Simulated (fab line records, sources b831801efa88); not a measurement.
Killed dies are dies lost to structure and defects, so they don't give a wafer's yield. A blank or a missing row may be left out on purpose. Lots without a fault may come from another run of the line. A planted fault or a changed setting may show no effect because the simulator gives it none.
fab line records | flow gf180mcu | part 2 of 2: steps 24 to 32 of 32
record lots=5 wafers=15 last_day=34
route steps=602 shown CONTACT@297 M1@315
lots that met no fault: from a run of the same line without faults
start_h: hours from the record's first day to the start of the lot's first wafer shown | wait_h: hours since the lot's step before | " the same as in the row above | L1.1+2: a row that stands for several wafers | - no value, or no start given | * or withheld: withheld | < > ~ a bound
route shown NAME@n: a module of which the file shows steps, and the number in the route of the first | usual: mean/standard deviation of fault-free wafers | same: alike in all rows | chamber/n: place in a boat | sites: the reading at each site | _std_site: their standard deviation | _edge_site: outer sites' mean less inner sites' | radius_mm: how far each site lies from the wafer's centre | mask NAME#n: copy n | behind: the tool/chamber that last shaped the wafer | hold: why the lot was held/for how many hours/how that ended | device: the transistor (n, p or np) that didn't switch | end of line: the same wafers' tests at the end of the route | a step without rows: its recipe alone | killed: dies lost to structure and defects at the first sort, not the wafer's yield | map: a wafer's dies, x killed, . not, _ none there
set.NAME: the setting as run; set.NAME@STEP: as run at that earlier step | model.NAME: the simulator's own value behind a step, which no gauge read
lots at some steps of the route; a table a step, a row a wafer
services: from which hour (start_h, from the record's first day; less than 0 if before it) a tool's chamber was out of use, for how many hours, and why
## steps
# step GF_M1_RS_MEAS_05
# recipe thk_meas_gauge=four-point-probe reads=TiN_of_M1_SPUTTER_04+Ti_of_M1_SPUTTER_03+AlCu_of_M1_SPUTTER_02+TiN_of_M1_SPUTTER_01+Ti_of_M1_SPUTTER_00
# usual M1_ALCU_RS=0.0696/0.00077
# columns lot.wafer tool chamber start_h wait_h M1_ALCU_RS[ohm/sq]
L074.1 film_metro-03 - 367.06 0.0 0.0695
L074.3 " - " " 0.0696
L074.6 " - " " 0.0690
L087.1 film_metro-03 - 481.41 0.0 0.0707
L087.4 " - " " 0.0711
L087.5 " - " " 0.0705
L092.2 film_metro-03 - 518.36 0.0 0.0690
L092.4 " - " " 0.0687
L092.6 " - " " 0.0695
L093.3 film_metro-03 - 534.45 0.1 0.0692
L093.4 " - " " 0.0692
L093.6 " - " " 0.0696
L095.2 film_metro-03 - 546.04 0.0 0.0699
L095.3 " - " " 0.0690
L095.6 " - " " 0.0696
# step GF_M1_THK_MEAS_06
# recipe thk_meas_gauge=xrf reads=AlCu_of_M1_SPUTTER_02
# usual M1_ALCU_THK=444/5.6
# columns lot.wafer tool chamber start_h wait_h M1_ALCU_THK[nm]
L074.1 film_metro-03 - 367.18 0.1 443
L074.3 " - " " 440
L074.6 " - " " 444
L087.1 film_metro-03 - 481.53 0.1 434
L087.4 " - " " 431
L087.5 " - " " 438
L092.2 film_metro-03 - 518.47 0.1 446
L092.4 " - " " 448
L092.6 " - " " 443
L093.3 film_metro-03 - 534.55 0.1 445
L093.4 " - " " 447
L093.6 " - " " 444
L095.2 film_metro-03 - 546.15 0.1 444
L095.3 " - " " 448
L095.6 " - " " 444
# step GF_M1_DEHYDRATE_07
# recipe temp_c=200 time_s=60
# usual heater_power_total_W=160.38/0.13 resist_line_temp_C=23.00/0.11
# columns lot.wafer tool chamber start_h wait_h heater_power_total_W resist_line_temp_C
L074.1 litho_track-03 0 378.00 10.8 160.41 23.20
L074.3 " 0 " " 160.48 23.26
L074.6 " 0 " " 160.54 23.30
L087.1 litho_track-03 0 492.34 10.8 160.20 22.89
L087.4 " 0 " " 160.61 22.83
L087.5 " 0 " " 160.23 22.88
L092.2 litho_track-04 0 529.45 11.0 160.25 22.88
L092.4 " 0 " " 160.19 22.94
L092.6 " 0 " " 160.42 22.88
L093.3 litho_track-04 0 544.22 9.7 160.39 23.00
L093.4 " 0 " " 160.47 23.04
L093.6 " 0 " " 160.40 22.98
L095.2 litho_track-04 0 557.10 10.9 160.22 22.96
L095.3 " 0 " " 160.45 22.96
L095.6 " 0 " " 160.41 23.15
# step GF_M1_HMDS_08
# recipe prime_time_s=60 prime_temp_c=120
# usual resist_line_temp_C=23.02/0.097
# columns lot.wafer tool chamber start_h wait_h resist_line_temp_C
L074.1 litho_track-03 0 378.15 0.1 23.08
L074.3 " 0 " " 22.96
L074.6 " 0 " " 22.99
L087.1 litho_track-03 0 492.49 0.1 23.12
L087.4 " 0 " " 22.83
L087.5 " 0 " " 23.10
L092.2 litho_track-04 0 529.60 0.1 23.03
L092.4 " 0 " " 23.04
L092.6 " 0 " " 23.16
L093.3 litho_track-04 0 544.37 0.1 23.00
L093.4 " 0 " " 22.97
L093.6 " 0 " " 23.03
L095.2 litho_track-04 0 557.25 0.1 23.18
L095.3 " 0 " " 23.08
L095.6 " 0 " " 23.14
# step GF_M1_COAT_09
# recipe resist=KrF spin_rpm=withheld resist_thk_nm=1000
# usual dispense_pressure_kPa=49.2/2.7 resist_line_temp_C=23.03/0.11
# columns lot.wafer tool chamber start_h wait_h dispense_pressure_kPa resist_line_temp_C
L074.1 litho_track-03 0 378.30 0.1 50.3 23.06
L074.3 " 0 " " 50.3 23.02
L074.6 " 0 " " 50.3 22.81
L087.1 litho_track-03 0 492.64 0.1 50.4 23.07
L087.4 " 0 " " 50.3 23.02
L087.5 " 0 " " 50.3 23.05
L092.2 litho_track-04 0 529.75 0.1 51.5 22.98
L092.4 " 0 " " 51.6 23.21
L092.6 " 0 " " 51.6 23.00
L093.3 litho_track-04 0 544.52 0.1 51.6 23.04
L093.4 " 0 " " 51.6 23.15
L093.6 " 0 " " 51.6 23.14
L095.2 litho_track-04 0 557.40 0.1 51.6 22.71
L095.3 " 0 " " 51.6 22.89
L095.6 " 0 " " 51.6 22.99
# step GF_M1_SOFTBAKE_10
# recipe temp_c=130 time_s=60 resist=KrF
# usual heater_power_total_W=93.05/0.053 resist_line_temp_C=23.00/0.1
# columns lot.wafer tool chamber start_h wait_h heater_power_total_W resist_line_temp_C
L074.1 litho_track-03 0 378.45 0.1 93.09 22.96
L074.3 " 0 " " 93.04 23.02
L074.6 " 0 " " 93.01 22.84
L087.1 litho_track-03 0 492.79 0.1 93.10 22.74
L087.4 " 0 " " 92.88 22.87
L087.5 " 0 " " 92.98 22.84
L092.2 litho_track-04 0 529.90 0.1 93.04 23.01
L092.4 " 0 " " 92.99 23.09
L092.6 " 0 " " 93.02 23.10
L093.3 litho_track-04 0 544.67 0.1 92.97 23.02
L093.4 " 0 " " 93.04 23.19
L093.6 " 0 " " 92.98 23.01
L095.2 litho_track-04 0 557.55 0.1 93.06 22.93
L095.3 " 0 " " 92.99 23.02
L095.6 " 0 " " 93.06 22.94
# step GF_M1_EXPOSE_11
# recipe mask_id=Metal1 target_cd_nm=230 na=0.68 source_shape=conventional sigma_outer=0.6 dose_mj=28
# columns lot.wafer tool chamber start_h wait_h mask
L074.1+3+6 krf_scanner-02 0 - - Metal1#0
L087.1+4+5 krf_scanner-02 0 - - Metal1#0
L092.2+4+6 krf_scanner-01 0 - - Metal1#0
L093.3+4+6 krf_scanner-01 0 - - Metal1#0
L095.2+3+6 krf_scanner-01 0 - - Metal1#0
# step GF_M1_PEB_12
# recipe peb_temp_c=135 peb_time_s=90 resist=KrF
# usual heater_power_total_W=85.70/0.085 resist_line_temp_C=22.96/0.11
# columns lot.wafer tool chamber start_h wait_h heater_power_total_W resist_line_temp_C
L074.1 litho_track-02 0 - - 85.65 22.85
L074.3 " 0 " " 85.76 22.86
L074.6 " 0 " " 85.73 22.86
L087.1 litho_track-02 0 - - 85.63 23.04
L087.4 " 0 " " 85.77 23.02
L087.5 " 0 " " 85.82 23.07
L092.2 litho_track-03 0 - - 85.68 23.05
L092.4 " 0 " " 85.64 22.98
L092.6 " 0 " " 85.65 23.01
L093.3 litho_track-02 0 - - 85.70 23.04
L093.4 " 0 " " 85.69 22.87
L093.6 " 0 " " 85.71 22.90
L095.2 litho_track-02 0 - - 85.68 23.14
L095.3 " 0 " " 85.74 23.00
L095.6 " 0 " " 85.56 23.04
# step GF_M1_DEVELOP_13
# recipe develop_time_s=60 dev_temp_c=21
# usual resist_line_temp_C=23.00/0.1
# same develop_time_s=60
# columns lot.wafer tool chamber start_h wait_h resist_line_temp_C
L074.1 litho_track-02 0 390.17 0.2 22.84
L074.3 " 0 " " 22.99
L074.6 " 0 " " 22.99
L087.1 litho_track-02 0 504.72 0.2 23.15
L087.4 " 0 " " 23.11
L087.5 " 0 " " 23.06
L092.2 litho_track-03 0 540.97 0.2 22.86
L092.4 " 0 " " 22.94
L092.6 " 0 " " 22.89
L093.3 litho_track-02 0 556.12 0.1 22.90
L093.4 " 0 " " 22.95
L093.6 " 0 " " 23.11
L095.2 litho_track-02 0 568.15 0.2 23.08
L095.3 " 0 " " 22.81
L095.6 " 0 " " 22.95
## services
# columns tool chamber start_h hours kind
krf_scanner-02 - 341.84 1.3 pm
cmp-02 - 343.85 0.9 repair
rie_diel-01 - 358.41 0.2 repair
pvd_sputter-04 - 359.33 2.2 repair
pvd_sputter-04 - 371.80 10.3 repair
rie_diel-03 0 377.01 7.0 repair
krf_scanner-01 - 378.46 0.9 repair
krf_scanner-01 - 379.75 4.4 pm
krf_scanner-01 - 384.40 7.2 pm
cmp-02 - 387.73 2.7 repair
cmp-02 - 389.38 2.4 repair
krf_scanner-02 - 390.32 11.8 repair
krf_scanner-01 - 396.63 1.3 repair
krf_scanner-01 - 402.17 1.3 pm
krf_scanner-01 - 403.47 1.0 pm
krf_scanner-02 - 409.36 0.8 pm
cmp-02 - 411.13 2.6 repair
rie_diel-03 3 414.43 7.2 repair
rie_diel-03 0 449.41 1.4 repair
krf_scanner-01 - 453.56 0.8 pm
cmp-02 - 463.01 6.0 pm
krf_scanner-02 - 465.47 1.0 pm
pvd_sputter-04 - 516.60 1.7 repair
krf_scanner-02 - 517.71 1.3 pm
